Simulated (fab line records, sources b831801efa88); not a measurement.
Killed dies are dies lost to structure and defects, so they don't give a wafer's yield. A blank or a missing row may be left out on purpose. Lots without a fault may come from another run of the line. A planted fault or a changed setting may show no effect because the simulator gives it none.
fab line records | flow gf180mcu
record lots=7 wafers=21 last_day=34
route steps=602 shown V2@392
lots that met no fault: from a run of the same line without faults
start_h: hours from the record's first day to the start of the lot's first wafer shown | wait_h: hours since the lot's step before | " the same as in the row above | L1.1+2: a row that stands for several wafers | - no value, or no start given | * or withheld: withheld | < > ~ a bound
route shown NAME@n: a module of which the file shows steps, and the number in the route of the first | usual: mean/standard deviation of fault-free wafers | same: alike in all rows | chamber/n: place in a boat | sites: the reading at each site | _std_site: their standard deviation | _edge_site: outer sites' mean less inner sites' | radius_mm: how far each site lies from the wafer's centre | mask NAME#n: copy n | behind: the tool/chamber that last shaped the wafer | hold: why the lot was held/for how many hours/how that ended | device: the transistor (n, p or np) that didn't switch | end of line: the same wafers' tests at the end of the route | a step without rows: its recipe alone | killed: dies lost to structure and defects at the first sort, not the wafer's yield | map: a wafer's dies, x killed, . not, _ none there
set.NAME: the setting as run; set.NAME@STEP: as run at that earlier step | model.NAME: the simulator's own value behind a step, which no gauge read
lots at some steps of the route; a table a step, a row a wafer
services: from which hour (start_h, from the record's first day; less than 0 if before it) a tool's chamber was out of use, for how many hours, and why
## steps
# step GF_V2_SOFTBAKE_10
# recipe temp_c=130 time_s=60 resist=KrF
# step GF_V2_EXPOSE_11
# recipe mask_id=Via2 target_cd_nm=260 na=0.68 source_shape=conventional sigma_outer=0.6 dose_mj=38
# step GF_V2_PEB_12
# recipe peb_temp_c=135 peb_time_s=88.45 resist=KrF
# step GF_V2_DEVELOP_13
# recipe develop_time_s=60 resist=KrF dev_temp_c=21
# step GF_V2_CD_MEAS_14
# recipe target_cd_nm=260
# usual cd_nm=260.1/1.5
# columns lot.wafer tool chamber start_h wait_h cd_nm
L936.1 cd_sem-02 - 490.37 0.1 260.2
L936.4 " - " " 258.9
L936.5 " - " " 259.9
L937.1 cd_sem-02 - 501.67 0.1 260.7
L937.4 " - " " 259.6
L937.6 " - " " 260.0
L948.1 cd_sem-01 - 595.48 0.1 256.2
L948.3 " - " " 257.5
L948.4 " - " " 258.6
L949.3 cd_sem-01 - 607.77 0.1 257.4
L949.4 " - " " 258.8
L949.5 " - " " 257.1
L950.1 cd_sem-02 - 611.73 0.1 260.6
L950.2 " - " " 260.5
L950.5 " - " " 260.3
L955.1 cd_sem-01 - 644.70 0.1 259.3
L955.2 " - " " 258.2
L955.5 " - " " 258.1
L956.1 cd_sem-01 - 656.40 0.1 260.9
L956.3 " - " " 260.7
L956.4 " - " " 261.2
# step GF_V2_OVL_MEAS_15
# usual V2_OVL=1/6.4
# columns lot.wafer tool chamber start_h wait_h V2_OVL[nm]
L936.1 overlay-02 - 490.49 0.1 1
L936.4 " - " " 4
L936.5 " - " " 0
L937.1 overlay-02 - 501.79 0.1 -4
L937.4 " - " " 1
L937.6 " - " " 0
L948.1 overlay-02 - 595.60 0.1 13
L948.3 " - " " 0
L948.4 " - " " -10
L949.3 overlay-02 - 607.86 0.1 -7
L949.4 " - " " 6
L949.5 " - " " -4
L950.1 overlay-02 - 611.85 0.1 -6
L950.2 " - " " -9
L950.5 " - " " 3
L955.1 overlay-01 - 644.82 0.1 -5
L955.2 " - " " 7
L955.5 " - " " -6
L956.1 overlay-01 - 656.52 0.1 -1
L956.3 " - " " -2
L956.4 " - " " -7
# step GF_V2_ETCH_16
# recipe chemistry=N2/H2 target_depth_a=withheld overetch_a=withheld time_s=withheld target=BARC ion_energy_ev=200 source_w=500 bias_w=100 pressure_mtorr=30 n2_flow_sccm=100 h2_flow_sccm=200
# usual drypump_motor_current_A=5.6/0.51 oes_product_au=0.854/0.0049 throttle_valve_pct=13.224/0.0099
# columns lot.wafer tool chamber start_h wait_h drypump_motor_current_A oes_product_au throttle_valve_pct
L936.1 rie_diel-02 3 490.52 0.0 5.9 0.854 13.219
L936.4 " 2 " " 6.3 0.852 13.229
L936.5 " 1 " " 5.3 0.850 13.243
L937.1 rie_diel-02 0 501.82 0.0 5.7 0.856 13.219
L937.4 " 1 " " 5.3 0.843 13.228
L937.6 " 0 " " 5.7 0.852 13.221
L948.1 rie_diel-04 0 595.64 0.0 6.7 0.847 13.218
L948.3 " 2 " " 5.4 0.856 13.218
L948.4 " 3 " " 5.4 0.845 13.225
L949.3 rie_diel-04 1 607.89 0.0 5.0 0.859 13.217
L949.4 " 2 " " 5.4 0.859 13.253
L949.5 " 1 " " 5.0 0.855 13.235
L950.1 rie_diel-02 1 611.89 0.0 5.3 0.854 13.208
L950.2 " 2 " " 6.2 0.855 13.244
L950.5 " 3 " " 5.9 0.861 13.236
L955.1 rie_diel-02 2 644.86 0.0 6.3 0.850 13.223
L955.2 " 0 " " 5.7 0.855 13.220
L955.5 " 0 " " 5.7 0.857 13.239
L956.1 rie_diel-04 2 656.56 0.0 5.4 0.865 13.233
L956.3 " 1 " " 5.0 0.859 13.223
L956.4 " 0 " " 6.6 0.858 13.232
# step GF_V2_ETCH_17
# recipe chemistry=C4F8/O2/Ar mask_material=KrF target=SiO2 stop_on=TiN source_w=1500 bias_w=1200 pressure_mtorr=40 c4f8_flow_sccm=withheld O2_flow_sccm=6 Ar_flow_sccm=300 time_s=withheld target_depth_a=6300
# usual oes_product_au=0.856/0.0052
# columns lot.wafer tool chamber start_h wait_h oes_product_au
L936.1 rie_diel-02 3 - - 0.857
L936.4 " 2 " " 0.855
L936.5 " 1 " " 0.850
L937.1 rie_diel-02 0 - - 0.855
L937.4 " 1 " " 0.849
L937.6 " 0 " " 0.859
L948.1 rie_diel-04 0 - - 0.845
L948.3 " 2 " " 0.861
L948.4 " 3 " " 0.871
L949.3 rie_diel-04 1 - - 0.846
L949.4 " 2 " " 0.858
L949.5 " 1 " " 0.856
L950.1 rie_diel-02 1 - - 0.851
L950.2 " 2 " " 0.851
L950.5 " 3 " " 0.865
L955.1 rie_diel-02 2 - - 0.859
L955.2 " 0 " " 0.851
L955.5 " 0 " " 0.852
L956.1 rie_diel-04 2 - - 0.853
L956.3 " 1 " " 0.853
L956.4 " 0 " " 0.866
# step GF_V2_STRIP_18
# recipe chemistry=O2/N2 power_w=1400 pressure_mtorr=1500 platen_temp_c=250 o2_flow_sccm=3000 n2_flow_sccm=300 overash_fraction=0.5
# usual drypump_motor_current_A=5.9/0.39 heater_power_w=318/36 oes_product_au=0.593/0.0057
# columns lot.wafer tool chamber start_h wait_h drypump_motor_current_A heater_power_w oes_product_au rf_hours_counter_h
L936.1 plasma_asher-01 1 490.65 - 6.1 310 0.595 37
L936.4 " 0 " " 5.4 328 0.596 -
L936.5 " 1 " " 6.1 304 0.600 -
L937.1 plasma_asher-01 0 501.95 - 5.4 320 0.595 38
L937.4 " 1 " " 6.1 300 0.587 -
L937.6 " 1 " " 6.1 313 0.606 -
L948.1 plasma_asher-01 0 595.77 - 5.4 321 0.596 48
L948.3 " 1 " " 6.1 306 0.584 -
L948.4 " 0 " " 5.4 326 0.594 -
L949.3 plasma_asher-02 1 608.05 - 6.0 319 0.590 -
L949.4 " 0 " " 5.8 307 0.583 -
L949.5 " 1 " " 6.0 334 0.598 -
L950.1 plasma_asher-02 1 612.02 - 6.0 331 0.591 20
L950.2 " 0 " " 5.9 314 0.590 20
L950.5 " 1 " " 6.0 328 0.579 -
L955.1 plasma_asher-01 0 644.99 - 5.4 329 0.595 53
L955.2 " 1 " " 6.1 306 0.589 53
L955.5 " 1 " " 6.1 311 0.586 -
L956.1 plasma_asher-01 0 656.69 - 5.4 325 0.600 54
L956.3 " 0 " " 5.4 321 0.595 -
L956.4 " 1 " " 6.1 313 0.603 -
# step GF_V2_STRIP_19
# recipe chemistry=post_etch_residue_remover time_s=1200 temp_c=72.5
# step GF_V2_CLEAN_20
# recipe chemistry=DIW dry=n2_spin
# step GF_V2_SPUTTER_21
# recipe material=Ti target_thk_nm=15 chamber_pressure_pa=5 power_w=2500 substrate_temp_c=200 time_s=80.02
# usual cathode_dc_power_W=2500.0/0.45 chamber_pressure_pa=5.001/0.012 substrate_temp_c=200.00/0.16 throttle_valve_pct=29.9/1
# columns lot.wafer tool chamber start_h wait_h cathode_dc_power_W chamber_pressure_pa substrate_temp_c throttle_valve_pct
L936.1 pvd_sputter-02 - 491.22 0.0 2499.4 5.015 200.10 30.6
L936.4 " - " " 2500.5 4.989 200.39 27.4
L936.5 " - " " 2499.7 5.022 199.97 30.5
L937.1 pvd_sputter-02 - 502.49 0.0 2499.2 4.990 199.94 30.7
L937.4 " - " " 2500.1 5.000 199.97 30.9
L937.6 " - " " 2499.0 4.990 200.31 30.3
L948.1 pvd_sputter-02 - 596.33 0.0 2499.7 4.997 199.96 30.1
L948.3 " - " " 2500.0 4.993 200.21 30.7
L948.4 " - " " 2500.1 5.003 199.85 30.6
L949.3 pvd_sputter-02 - 608.55 0.0 2500.2 4.995 200.45 27.7
L949.4 " - " " 2499.7 4.992 199.77 30.6
L949.5 " - " " 2499.8 5.009 200.33 30.3
L950.1 pvd_sputter-02 - 612.55 0.0 2500.1 5.013 200.00 30.1
L950.2 " - " " 2500.3 5.010 199.76 27.6
L950.5 " - " " 2499.9 5.002 200.22 30.6
L955.1 pvd_sputter-02 - 645.56 0.0 2499.3 4.995 200.18 27.9
L955.2 " - " " 2500.0 4.985 200.10 30.1
L955.5 " - " " 2500.5 4.990 199.86 27.7
L956.1 pvd_sputter-02 - 657.23 0.0 2500.3 4.993 199.93 30.3
L956.3 " - " " 2500.1 4.994 199.90 30.5
L956.4 " - " " 2500.6 4.978 200.04 30.3
# step GF_V2_SPUTTER_22
# recipe material=TiN target_thk_nm=10 chamber_pressure_pa=5 power_w=4000 time_s=40
# usual cathode_dc_power_W=4000.0/0.59 chamber_pressure_pa=4.999/0.01 throttle_valve_pct=29.9/0.99
# columns lot.wafer tool chamber start_h wait_h cathode_dc_power_W chamber_pressure_pa throttle_valve_pct
L936.1 pvd_sputter-02 - 491.28 0.0 4001.2 4.990 30.3
L936.4 " - " " 4000.1 4.987 27.8
L936.5 " - " " 3999.5 4.996 30.8
L937.1 pvd_sputter-02 - 502.55 0.0 3999.4 5.003 30.6
L937.4 " - " " 4000.7 5.000 30.7
L937.6 " - " " 3999.9 5.005 30.8
L948.1 pvd_sputter-02 - 596.39 0.0 - - -
L948.3 " - " " - - -
L948.4 " - " " - - -
L949.3 pvd_sputter-02 - 608.61 0.0 - - -
L949.4 " - " " - - -
L949.5 " - " " - - -
L950.1 pvd_sputter-02 - 612.61 0.0 - - -
L950.2 " - " " - - -
L950.5 " - " " - - -
L955.1 pvd_sputter-02 - 645.62 0.0 4000.2 4.987 27.6
L955.2 " - " " 3999.1 5.022 30.2
L955.5 " - " " 3999.3 4.998 27.9
L956.1 pvd_sputter-02 - 657.30 0.0 4000.6 5.009 30.1
L956.3 " - " " 4000.1 5.005 30.6
L956.4 " - " " 4000.8 5.005 30.6
# step GF_V2_CVD_23
# recipe material=W target_thk_nm=350 time_s=104.94 temp_c=400 pressure_torr=40
# usual chamber_pressure_Torr=40.01/0.083 heater_power_w=883/120
# columns lot.wafer tool chamber start_h wait_h chamber_pressure_Torr heater_power_w
L936.1 cvd_w-01 1 491.32 0.0 39.98 723
L936.4 " 1 " " 39.91 685
L936.5 " 1 " " 39.93 723
L937.1 cvd_w-02 0 502.59 0.0 40.26 936
L937.4 " 0 " " 40.12 900
L937.6 " 0 " " 39.99 912
L948.1 cvd_w-02 1 596.43 0.0 39.91 926
L948.3 " 1 " " 40.09 903
L948.4 " 0 " " 39.92 899
L949.3 cvd_w-01 1 608.69 0.1 40.13 712
L949.4 " 0 " " 40.08 1025
L949.5 " 0 " " 40.12 1024
L950.1 cvd_w-02 0 612.65 0.0 39.93 931
L950.2 " 1 " " 40.18 905
L950.5 " 0 " " 40.03 923
L955.1 cvd_w-02 1 645.66 0.0 39.98 937
L955.2 " 0 " " 40.02 904
L955.5 " 1 " " 40.00 934
L956.1 cvd_w-01 1 657.34 0.0 39.95 712
L956.3 " 1 " " 40.01 709
L956.4 " 0 " " 39.98 1008
## services
# columns tool chamber start_h hours kind
rie_diel-02 0 474.94 - clean
rie_diel-02 0 474.94 17.7 scheduled_down
rie_diel-02 0 474.94 17.7 vent_cycle
cvd_w-02 - 480.18 2.8 pm
cvd_w-02 - 489.89 0.8 repair
cvd_w-01 - 501.26 2.8 pm
rie_diel-02 3 504.05 2.9 repair
cvd_w-02 1 511.30 - calibration
rie_diel-04 1 541.45 - clean
rie_diel-04 1 541.45 13.1 scheduled_down
rie_diel-04 1 541.45 13.1 vent_cycle
rie_diel-02 3 549.29 9.9 repair
rie_diel-02 - 559.84 0.6 repair
rie_diel-04 1 582.83 2.6 repair
cvd_w-01 0 583.06 2.0 repair
pvd_sputter-02 - 602.87 5.4 repair
rie_diel-04 3 607.54 4.2 repair
rie_diel-04 0 618.10 - clean
rie_diel-04 0 618.10 30.4 scheduled_down
rie_diel-04 0 618.10 30.4 vent_cycle
cvd_w-01 - 631.12 1.9 repair
rie_diel-02 1 635.85 - clean
rie_diel-02 1 635.85 17.4 scheduled_down
rie_diel-02 1 635.85 17.4 vent_cycle
## key
first_sign step=GF_V2_SPUTTER_22 reading=tool_record direction=missing
effect none on later readings
met_at GF_V2_SPUTTER_22
struck_wafers L948.1,L948.3,L948.4,L949.3,L949.4,L949.5,L950.1,L950.2,L950.5
later_rows_left_out L948.1,L948.3,L948.4,L949.3,L949.4,L949.5,L950.1,L950.2,L950.5
sort_left_out L948.1,L948.3,L948.4,L949.3,L949.4,L949.5,L950.1,L950.2,L950.5
onset_between 502.55 596.39
fault kind=skipped_step_whole tool=pvd_sputter-02 chamber=- onset_h=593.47 steps=GF_V2_SPUTTER_22 scope=struck_lots_only
# sort_left_out: the simulated sort isn't trusted on such a fault, so these wafers' sort isn't shown, and their yield isn't known
# later_rows_left_out: the simulator's readings of these wafers behind a module that went badly wrong aren't trusted and aren't shown, but for the sort
